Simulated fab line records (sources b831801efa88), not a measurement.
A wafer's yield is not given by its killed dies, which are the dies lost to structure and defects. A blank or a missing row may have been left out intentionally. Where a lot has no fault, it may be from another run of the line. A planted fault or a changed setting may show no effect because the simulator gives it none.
fab line records	flow gf180mcu
record lots=14	wafers=42	last_day=34
route steps=602 shown VT_IMPLANT@127 SAB@277 SALICIDE@286 CONTACT@288
lots with no fault: from the same line, run without faults
start_h: start of the lot's first displayed wafer, in hours after the record's first day	wait_h: hours from the lot's prior step to this one	" identical to the entry in the row above	L1.1+2: a single row standing in for several wafers	- no value, or no start given	* or withheld: withheld	< > ~ a bound
route shown NAME@n: NAME is a module with steps in the file, n the number in the route of the first one	usual: mean/standard deviation of fault-free wafers	same: alike in all rows	chamber/n: place in a boat	sites: the reading at each site	_std_site: standard deviation across them	_edge_site: mean of outer sites minus mean of inner sites	radius_mm: how far each site lies from the wafer's centre	mask NAME#n: copy n	behind: the tool/chamber that last shaped the wafer	hold: why the lot was held/for how many hours/how that ended	device: the n, p or np transistor that did not switch	end of line: the tests these same wafers got at the end of their route	where a step has no rows: the recipe by itself	killed: at the first sort, the dies lost to defects and structure; wafer yield is something else	map: a wafer's dies, x killed, . not, _ none there
set.NAME: the run value of the setting; set.NAME@STEP: its run value at that earlier step	model.NAME: the simulator's own value behind a step, which no gauge read
one table for each step of the route and one row for each wafer, over a sample of lots
services: from which hour (start_h, from the record's first day; less than 0 if before it) a tool's chamber was out of use, for how many hours, and why
## steps
# step GF_VT_IMPLANT_EXPOSE_37
# recipe mask_id=Nwell_HV_AREA	target_cd_nm=860	na=0.6	source_shape=conventional	sigma_outer=0.6	dose_mj=140
# usual exposure_dose_mJ_cm2=140.01/0.13	focus_offset_nm=0.0/0.54
lot.wafer	tool	chamber	start_h	wait_h	mask	exposure_dose_mJ_cm2	focus_offset_nm
L232.1	iline_stepper-01	0	150.85	-	Nwell_HV_AREA#0	140.03	0.3
L232.3	"	0	"	"	Nwell_HV_AREA#0	139.85	0.3
L232.5	"	0	"	"	Nwell_HV_AREA#0	139.85	0.2
L233.1	iline_stepper-02	0	158.17	-	Nwell_HV_AREA#0	140.24	1.2
L233.2	"	0	"	"	Nwell_HV_AREA#0	140.13	1.3
L233.4	"	0	"	"	Nwell_HV_AREA#0	140.19	0.0
L235.3	iline_stepper-02	0	169.32	-	Nwell_HV_AREA#0	140.04	-0.3
L235.4	"	0	"	"	Nwell_HV_AREA#0	140.12	0.5
L235.6	"	0	"	"	Nwell_HV_AREA#0	140.15	-0.5
L236.1	iline_stepper-02	-	177.06	-	Nwell_HV_AREA#0	-	-
L236.2	"	-	"	"	Nwell_HV_AREA#0	-	-
L236.6	"	-	"	"	Nwell_HV_AREA#0	-	-
L237.2	iline_stepper-01	-	179.62	-	Nwell_HV_AREA#0	-	-
L237.5	"	-	"	"	Nwell_HV_AREA#0	-	-
L237.6	"	-	"	"	Nwell_HV_AREA#0	-	-
L239.2	iline_stepper-02	0	194.98	-	Nwell_HV_AREA#0	140.10	-1.1
L239.4	"	0	"	"	Nwell_HV_AREA#0	140.13	0.0
L239.5	"	0	"	"	Nwell_HV_AREA#0	140.07	-0.4
L247.1	iline_stepper-02	0	248.73	-	Nwell_HV_AREA#0	139.73	0.3
L247.3	"	0	"	"	Nwell_HV_AREA#0	139.78	0.8
L247.6	"	0	"	"	Nwell_HV_AREA#0	139.97	0.5
L249.1	iline_stepper-01	0	261.62	-	Nwell_HV_AREA#0	139.87	-0.7
L249.2	"	0	"	"	Nwell_HV_AREA#0	139.91	-0.8
L249.4	"	0	"	"	Nwell_HV_AREA#0	140.11	-1.4
L250.2	iline_stepper-01	0	269.00	-	Nwell_HV_AREA#0	140.09	-0.3
L250.4	"	0	"	"	Nwell_HV_AREA#0	139.86	-0.8
L250.5	"	0	"	"	Nwell_HV_AREA#0	139.75	-1.1
L251.1	iline_stepper-02	0	275.82	-	Nwell_HV_AREA#0	140.05	-0.4
L251.4	"	0	"	"	Nwell_HV_AREA#0	140.00	0.0
L251.5	"	0	"	"	Nwell_HV_AREA#0	140.04	0.2
L252.1	iline_stepper-02	0	285.09	-	Nwell_HV_AREA#0	139.86	0.8
L252.2	"	0	"	"	Nwell_HV_AREA#0	140.12	0.5
L252.4	"	0	"	"	Nwell_HV_AREA#0	139.98	0.5
L253.3	iline_stepper-02	0	296.07	-	Nwell_HV_AREA#0	139.81	0.2
L253.4	"	0	"	"	Nwell_HV_AREA#0	139.95	0.1
L253.5	"	0	"	"	Nwell_HV_AREA#0	139.73	-0.3
L254.2	iline_stepper-02	0	304.83	-	Nwell_HV_AREA#0	139.84	-1.2
L254.4	"	0	"	"	Nwell_HV_AREA#0	139.97	-1.2
L254.6	"	0	"	"	Nwell_HV_AREA#0	139.95	-0.4
L255.1	iline_stepper-01	0	310.78	-	Nwell_HV_AREA#0	140.16	0.0
L255.3	"	0	"	"	Nwell_HV_AREA#0	139.96	0.5
L255.4	"	0	"	"	Nwell_HV_AREA#0	139.76	0.5
# step GF_SAB_STRIP_13
# recipe chemistry=O2/N2	power_w=1400	pressure_mtorr=1500	platen_temp_c=250	o2_flow_sccm=3000	n2_flow_sccm=300	overash_fraction=0.5
# usual drypump_motor_current_A=5.5/0.39	heater_power_w=331/25	oes_product_au=0.709/0.0044	strip_time_to_endpoint_s=12.62/0.034
lot.wafer	tool	chamber	start_h	wait_h	drypump_motor_current_A	heater_power_w	oes_product_au	rf_hours_counter_h	strip_time_to_endpoint_s
L232.1	plasma_asher-02	0	342.45	0.0	5.3	319	0.705	47	12.60
L232.3	"	0	"	"	5.3	318	0.703	-	12.63
L232.5	"	1	"	"	5.0	364	0.712	-	12.63
L233.1	plasma_asher-01	0	350.96	0.0	5.8	330	0.715	75	12.63
L233.2	"	1	"	"	5.9	332	0.705	75	12.63
L233.4	"	1	"	"	5.9	333	0.704	-	12.63
L235.3	plasma_asher-03	1	364.12	0.0	5.8	334	0.709	-	12.66
L235.4	"	0	"	"	6.1	262	0.712	-	12.65
L235.6	"	0	"	"	6.1	264	0.705	-	12.61
L239.2	plasma_asher-02	0	400.53	0.0	5.3	318	0.706	53	12.68
L239.4	"	0	"	"	5.3	317	0.715	-	12.62
L239.5	"	0	"	"	5.3	323	0.711	-	12.64
L247.1	plasma_asher-01	0	472.58	0.0	5.8	338	0.713	88	12.63
L247.3	"	1	"	"	5.9	330	0.717	-	12.61
L247.6	"	0	"	"	5.8	339	0.702	-	12.60
L249.1	plasma_asher-02	0	487.48	0.0	5.3	315	0.715	62	12.60
L249.2	"	1	"	"	5.0	366	0.709	62	12.56
L249.4	"	0	"	"	5.3	326	0.706	-	12.59
L250.2	plasma_asher-01	0	495.96	0.0	5.8	334	0.709	91	12.59
L250.4	"	0	"	"	5.8	341	0.710	-	12.60
L250.5	"	1	"	"	5.9	331	0.713	-	12.60
L251.1	plasma_asher-01	1	502.56	0.0	5.8	324	0.707	91	12.56
L251.4	"	1	"	"	5.8	329	0.716	-	12.56
L251.5	"	0	"	"	5.8	337	0.711	-	12.59
L252.1	plasma_asher-02	1	516.64	0.0	5.0	358	0.714	66	12.62
L252.2	"	0	"	"	5.3	323	0.712	66	12.63
L252.4	"	1	"	"	5.0	371	0.717	-	12.64
L253.3	plasma_asher-02	0	523.97	0.0	5.3	314	0.709	-	12.63
L253.4	"	1	"	"	5.0	365	0.711	-	12.67
L253.5	"	1	"	"	5.0	372	0.703	-	12.61
L254.2	plasma_asher-03	1	536.44	0.0	5.8	338	0.713	7	12.62
L254.4	"	0	"	"	6.1	281	0.713	-	12.60
L254.6	"	0	"	"	6.1	285	0.711	-	12.62
L255.1	plasma_asher-02	1	544.70	0.0	5.0	371	0.707	70	12.66
L255.3	"	0	"	"	5.3	327	0.703	-	12.60
L255.4	"	1	"	"	5.0	367	0.709	-	12.59
# step GF_SALICIDE_RTA_08
# recipe temp_c=800	time_s=30	ambient=N2
# usual lamp_power_pct=17.3/1.5	wafer_temp_C_max=804.9/1.9
lot.wafer	tool	chamber	start_h	wait_h	lamp_power_pct	wafer_temp_C_max
L232.1	rtp_anneal-02	0	343.06	0.0	15.8	803.2
L232.3	"	0	"	"	15.8	803.0
L232.5	"	0	"	"	15.7	802.7
L233.1	rtp_anneal-02	0	351.59	0.0	15.8	803.6
L233.2	"	0	"	"	15.8	803.4
L233.4	"	0	"	"	15.8	802.8
L235.3	rtp_anneal-02	0	364.74	0.0	15.8	802.6
L235.4	"	0	"	"	15.8	803.8
L235.6	"	0	"	"	15.8	803.5
L239.2	rtp_anneal-02	0	401.16	0.0	15.8	802.7
L239.4	"	0	"	"	15.8	802.1
L239.5	"	0	"	"	15.8	802.0
L247.1	rtp_anneal-01	0	473.19	0.0	18.8	804.5
L247.3	"	0	"	"	18.8	806.5
L247.6	"	0	"	"	18.8	806.4
L249.1	rtp_anneal-01	0	488.10	0.0	18.8	805.8
L249.2	"	0	"	"	18.9	806.9
L249.4	"	0	"	"	18.9	806.8
L250.2	rtp_anneal-01	0	496.74	0.0	18.9	805.4
L250.4	"	0	"	"	18.8	808.0
L250.5	"	0	"	"	18.8	808.3
L251.1	rtp_anneal-01	0	503.19	0.0	18.8	806.2
L251.4	"	0	"	"	18.8	807.0
L251.5	"	0	"	"	18.8	806.9
L252.1	rtp_anneal-01	0	517.27	0.0	18.9	805.6
L252.2	"	0	"	"	18.9	808.7
L252.4	"	0	"	"	18.8	805.4
L253.3	rtp_anneal-01	0	524.58	0.0	18.8	804.8
L253.4	"	0	"	"	18.8	807.3
L253.5	"	0	"	"	18.9	806.6
L254.2	rtp_anneal-01	0	537.11	0.0	18.9	806.4
L254.4	"	0	"	"	18.8	805.6
L254.6	"	0	"	"	18.8	809.4
L255.1	rtp_anneal-02	0	545.31	0.0	15.8	803.8
L255.3	"	0	"	"	15.8	802.6
L255.4	"	0	"	"	15.8	803.1
# step GF_CONTACT_THK_MEAS_01
# recipe reads=SiO2_of_CONTACT_CVD_00
# usual CONTACT_CVD_00_THK=300/3.4
lot.wafer	tool	chamber	start_h	wait_h	CONTACT_CVD_00_THK[nm]
L232.1	film_metro-03	-	343.20	0.0	295
L232.3	"	-	"	"	297
L232.5	"	-	"	"	297
L233.1	film_metro-02	-	351.73	0.0	301
L233.2	"	-	"	"	302
L233.4	"	-	"	"	300
L235.3	film_metro-02	-	364.87	0.0	301
L235.4	"	-	"	"	299
L235.6	"	-	"	"	298
L239.2	film_metro-03	-	401.30	0.0	299
L239.4	"	-	"	"	301
L239.5	"	-	"	"	300
L247.1	film_metro-02	-	473.36	0.0	300
L247.3	"	-	"	"	303
L247.6	"	-	"	"	297
L249.1	film_metro-03	-	488.24	0.0	302
L249.2	"	-	"	"	309
L249.4	"	-	"	"	301
L250.2	film_metro-02	-	496.88	0.0	307
L250.4	"	-	"	"	298
L250.5	"	-	"	"	302
L251.1	film_metro-03	-	503.33	0.0	305
L251.4	"	-	"	"	297
L251.5	"	-	"	"	300
L252.1	film_metro-04	-	517.41	0.0	294
L252.2	"	-	"	"	296
L252.4	"	-	"	"	301
L253.3	film_metro-04	-	524.71	0.0	296
L253.4	"	-	"	"	299
L253.5	"	-	"	"	301
L254.2	film_metro-04	-	537.25	0.0	299
L254.4	"	-	"	"	300
L254.6	"	-	"	"	303
L255.1	film_metro-04	-	545.45	0.0	304
L255.3	"	-	"	"	304
L255.4	"	-	"	"	307
## services
tool	chamber	start_h	hours	kind
plasma_asher-02	-	189.38	0.4	repair
iline_stepper-01	-	209.80	2.1	pm
iline_stepper-02	0	211.69	-	calibration
iline_stepper-01	-	211.88	-	consumable_replace:lamp
plasma_asher-01	-	218.55	10.0	pm
iline_stepper-01	-	237.88	1.7	pm
iline_stepper-02	-	242.93	1.7	pm
iline_stepper-01	-	251.85	3.8	repair
iline_stepper-01	0	279.76	-	calibration
plasma_asher-03	-	281.28	2.8	repair
iline_stepper-02	-	307.41	4.2	repair
plasma_asher-01	-	334.46	6.2	repair
plasma_asher-02	-	338.81	0.4	repair
plasma_asher-01	-	392.26	3.7	repair
plasma_asher-03	-	412.22	0.5	repair
iline_stepper-02	0	421.17	-	calibration
plasma_asher-03	-	421.25	9.0	pm
iline_stepper-01	-	456.06	1.7	pm
iline_stepper-02	-	461.11	1.7	pm
plasma_asher-03	-	495.22	2.7	repair
plasma_asher-03	-	498.47	34.6	pm
plasma_asher-01	-	521.72	7.1	repair
rtp_anneal-01	-	532.75	3.3	pm
iline_stepper-02	-	537.49	8.9	pm
## key
first_sign step=GF_VT_IMPLANT_EXPOSE_37	reading=tool_record	direction=missing
effect none on later readings
met_at GF_VT_IMPLANT_EXPOSE_37
struck_lots L236,L237
later_rows_left_out L236.1,L236.2,L236.6,L237.2,L237.5,L237.6
sort_left_out L236.1,L236.2,L236.6,L237.2,L237.5,L237.6
tester_left_out L236,L237
not_acting_at GF_SAB_STRIP_13,GF_SALICIDE_RTA_08,GF_CONTACT_THK_MEAS_01
onset_between 169.32 177.06
fault kind=skipped_step_whole	tool=iline_stepper-01,iline_stepper-02	chamber=-	onset_h=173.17	steps=GF_VT_IMPLANT_EXPOSE_37	scope=struck_lots_only
# tester_left_out: of these lots the tester's yield and bins aren't shown, on N5 and GAA mostly nor the transistor test; their killed dies are dies lost to structure and defects alone, not to doping, threshold or leakage, so they don't give the yield
# sort_left_out: the simulated sort isn't trusted on such a fault, so these wafers' sort isn't shown, and their yield isn't known
# later_rows_left_out: the simulator's readings of these wafers behind a module that went badly wrong aren't trusted and aren't shown, but for the sort
